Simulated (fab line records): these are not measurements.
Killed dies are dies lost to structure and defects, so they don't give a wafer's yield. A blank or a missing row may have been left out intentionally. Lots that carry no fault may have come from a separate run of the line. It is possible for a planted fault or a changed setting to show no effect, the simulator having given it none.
Which tool is to blame?	flow gf180mcu	14 lots, 42 wafers sampled, at 4 steps of a route of 602

WHAT THE GAUGES READ, wafer by wafer
GF_V2_THK_MEAS_25: measures by xrf.
lot	measured	on	V2_W_THK (nm)
L836	day 20 16:32	film-metro-04	355 350 350
L838	day 21 00:14	film-metro-02	347 342 346
L837	day 21 04:01	film-metro-01	358 363 355
L839	day 21 09:10	film-metro-02	350 353 349
L840	day 22 00:49	film-metro-01	363 360 367
L843	day 22 19:26	film-metro-04	350 342 349
L850	day 25 15:04	film-metro-01	362 359 348
L851	day 26 00:08	film-metro-01	353 350 356
L852	day 26 02:01	film-metro-04	346 337 338
L854	day 26 17:07	film-metro-04	327 331 334
L856	day 27 07:52	film-metro-04	342 345 349
L857	day 27 08:06	film-metro-02	348 349 351
L858	day 28 00:01	film-metro-02	348 352 351
L859	day 28 01:43	film-metro-02	356 360 361

GF_M3_CD_MEAS_14: the cd target is 280 nm.
lot	measured	on	cd-nm (nm)
L836	day 21 17:50	cd-sem-02	280.1 280.0 279.7
L838	day 22 00:55	cd-sem-01	279.6 280.5 279.6
L837	day 22 04:31	cd-sem-02	280.0 280.6 280.2
L839	day 22 08:47	cd-sem-02	281.1 282.7 281.0
L840	day 23 00:44	cd-sem-01	281.0 280.5 280.3
L843	day 23 18:09	cd-sem-02	279.4 279.8 279.2
L850	day 26 12:34	cd-sem-02	278.5 279.4 278.9
L851	day 26 20:46	cd-sem-02	281.0 279.5 279.6
L852	day 26 23:01	cd-sem-02	280.4 279.8 280.0
L854	day 27 13:52	cd-sem-01	280.7 281.7 281.0
L856	day 28 04:10	cd-sem-02	280.7 280.7 280.5
L857	day 28 04:19	cd-sem-01	279.5 278.8 278.9
L858	day 28 19:49	cd-sem-01	279.8 279.8 280.0
L859	day 28 21:33	cd-sem-01	280.4 279.3 279.8

WHAT TOOL EACH LOT RAN ON (gives the tool, then ch and the chambers of the sampled wafers, and finally the start)
lot	GF_V2_SPUTTER_22	GF_M3_SPUTTER_01
L836	pvd-sputter-03, day 20 16:08	pvd-sputter-04, day 20 16:59
L838	pvd-sputter-03, day 20 23:58	pvd-sputter-02, day 21 00:42
L837	pvd-sputter-01, day 21 03:44	pvd-sputter-02, day 21 04:28
L839	pvd-sputter-03, day 21 08:53	pvd-sputter-04, day 21 09:37
L840	pvd-sputter-03, day 22 00:32	pvd-sputter-04, day 22 01:16
L843	pvd-sputter-03, day 22 19:08	pvd-sputter-04, day 22 19:58
L850	pvd-sputter-01, day 25 14:47	pvd-sputter-04, day 25 15:32
L851	pvd-sputter-04, day 25 23:52	pvd-sputter-03, day 26 00:36
L852	pvd-sputter-03, day 26 01:44	pvd-sputter-04, day 26 02:28
L854	pvd-sputter-01, day 26 16:50	pvd-sputter-03, day 26 17:34
L856	pvd-sputter-03, day 27 07:36	pvd-sputter-02, day 27 08:27
L857	pvd-sputter-04, day 27 07:50	pvd-sputter-03, day 27 08:44
L858	pvd-sputter-04, day 27 23:45	pvd-sputter-02, day 28 00:29
L859	pvd-sputter-01, day 28 01:26	pvd-sputter-02, day 28 02:33
- GF_V2_SPUTTER_22: material TiN, target thk 10 nm, time 40 s.
- GF_M3_SPUTTER_01: material TiN, target thk 30 nm, time 25 s.

WHAT THE TOOLS THEMSELVES READ (means of the sampled wafers that have a number; where no wafer has one, the mark that the record gives instead)
GF_V2_SPUTTER_22.
lot	tool	chamber-pressure-pa (Pa)	throttle-valve-pct (%)
L836	pvd-sputter-03	5.004	31.3
L838	pvd-sputter-03	5.011	30.5
L837	pvd-sputter-01	5.005	29.3
L839	pvd-sputter-03	4.996	29.6
L840	pvd-sputter-03	4.995	28.7
L843	pvd-sputter-03	5.004	30.2
L850	pvd-sputter-01	5.002	29.6
L851	pvd-sputter-04	4.999	29.1
L852	pvd-sputter-03	5.007	29.9
L854	pvd-sputter-01	5.005	29.6
L856	pvd-sputter-03	4.998	29.9
L857	pvd-sputter-04	5.001	29.7
L858	pvd-sputter-04	5.002	29.7
L859	pvd-sputter-01	4.999	29.3

GF_M3_SPUTTER_01.
lot	tool	chamber-pressure-pa (Pa)	throttle-valve-pct (%)
L836	pvd-sputter-04	0.4010	30.1
L838	pvd-sputter-02	0.4006	29.3
L837	pvd-sputter-02	0.4003	29.7
L839	pvd-sputter-04	0.3996	29.6
L840	pvd-sputter-04	0.3994	29.5
L843	pvd-sputter-04	0.4008	29.1
L850	pvd-sputter-04	0.3386	33.0
L851	pvd-sputter-03	0.4004	29.9
L852	pvd-sputter-04	0.3385	32.1
L854	pvd-sputter-03	0.3999	30.5
L856	pvd-sputter-02	0.4005	30.3
L857	pvd-sputter-03	0.4009	29.4
L858	pvd-sputter-02	0.3998	29.7
L859	pvd-sputter-02	0.3997	29.7

THE ANSWER, worked out from the rows above alone
Rule: the usual values come from the lots themselves. Put in order of their means at a reading, lots are off if they are a third of the lots or fewer, leave a main group of 4 or more, and stand apart from it by a gap of 3 or more times the standard deviation of the main group's means; of several such gaps the widest counts. Not used: any main group whose means are identical at the precision the tables above print for the reading. Also off: a lot with no number at a reading for which 4 or more lots have one. Where the step has rows for the other lots, those lots are counted as sound. After the gauges, taken in route order, come the tools' own readings; for these a lot's mean is taken, as printed above. At the first step where some lot is off, the reading lying furthest off is the one used; lots without a number count as furthest.
Off: L850, L852 (GF_M3_SPUTTER_01, chamber-pressure-pa). For the main group the mean is 0.4002 Pa and the standard deviation 0.00052.
A tool fits if, at that step or a process step before it, it ran every lot that is off, and no sound lot after the first of them. One candidate fits, namely pvd-sputter-04 at GF_M3_SPUTTER_01. A fault onset in the window from L843 (day 22 19:58, its last sound lot) to L850 (day 25 15:32, its first lot off) fits.
The tool's own readings at GF_M3_SPUTTER_01 bear it out: on the lots that are off they differ by more than 5 times the standard deviation of the sound lots' means. chamber-pressure-pa reads 0.3386 Pa there against 0.4002 Pa on the sound lots; throttle-valve-pct reads 32.5 % there against 29.7 % on the sound lots.

WHAT THE SIMULATOR HAD INSERTED
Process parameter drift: pvd-sputter-04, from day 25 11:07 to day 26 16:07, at GF_M3_SPUTTER_01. Setting chamber-pressure-pa shifted by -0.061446 from 0.4. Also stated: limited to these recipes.
Struck lots among those shown: L850, L852. The rule above found the same.
